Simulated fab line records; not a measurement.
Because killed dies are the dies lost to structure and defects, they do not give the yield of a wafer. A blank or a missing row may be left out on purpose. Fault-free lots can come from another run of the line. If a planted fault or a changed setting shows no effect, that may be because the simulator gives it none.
One fault through the eyes of 2 desks + flow gf180mcu + each desk has only its own numbers; what lay behind them comes last

## THE TOOL OWNER'S DESK: rtpAnneal-02
Per lot that ran on this tool, the mean of the sampled wafers carrying a number, from the tool's own readings at GF_SALICIDE_RTA_06 (time 30 s). If a lot's mean is further than 4 standard deviations from the usual mean, the lot is out of limits and carries the mark OUT (the distance appears in the brackets).
Columns: A = lampPowerPct at GF_SALICIDE_RTA_06, usual 5.35 %; B = wafer_temp_C_max at GF_SALICIDE_RTA_06, usual 532.4
| lot  | first seen here | A    | B     |
|------|-----------------|------|-------|
| L505 | day 15 08:00    | 5.58 | 532.9 |
| L509 | day 16 14:04    | 4.66 | 531.9 |
| L511 | day 17 15:21    | 4.66 | 532.6 |
| L521 | day 20 22:19    | 5.58 | 532.3 |
| L523 | day 21 13:49    | 5.58 | 532.6 |
| L524 | day 22 01:37    | 5.58 | 532.4 |
| L527 | day 23 03:11    | 5.57 | 532.5 |
This desk found nothing out of limits on any of the 7 lots.

## THE METROLOGY DESK
What the gauges read, lot by lot, whatever tool the lot ran on: means of the sampled wafers that have a number. If a lot's mean is further than 4 standard deviations from the usual mean, the lot is out of limits and carries the mark OUT (the distance appears in the brackets).
Columns: A = SALICIDE_TIN_THK at GF_SALICIDE_THK_MEAS_05, usual 20.1 nm; B = CONTACT_BOW at GF_CONTACT_BOW_MEAS_05, usual 65 um
| lot  | first seen here | A    | B  |
|------|-----------------|------|----|
| L505 | day 15 07:56    | 19.6 | 59 |
| L509 | day 16 14:01    | 19.6 | 54 |
| L510 | day 16 22:49    | 19.7 | 70 |
| L511 | day 17 15:17    | 19.9 | 57 |
| L518 | day 20 02:31    | 19.7 | 76 |
| L519 | day 20 12:42    | 19.9 | 61 |
| L520 | day 20 18:31    | 20.0 | 68 |
| L521 | day 20 22:15    | 19.8 | 69 |
| L522 | day 21 11:36    | 20.4 | 63 |
| L523 | day 21 13:44    | 20.2 | 61 |
| L524 | day 22 01:33    | 20.5 | 68 |
| L526 | day 22 16:50    | 19.9 | 64 |
| L527 | day 23 03:06    | 19.9 | 65 |
| L528 | day 23 10:47    | 20.3 | 72 |
This desk found nothing out of limits on any of the 14 lots.

## TAKEN TOGETHER
Nothing out of limits was seen by the tool owner's desk.
Metrology desk: nothing out of limits seen.

## WHAT THE SIMULATOR HAD PUT IN
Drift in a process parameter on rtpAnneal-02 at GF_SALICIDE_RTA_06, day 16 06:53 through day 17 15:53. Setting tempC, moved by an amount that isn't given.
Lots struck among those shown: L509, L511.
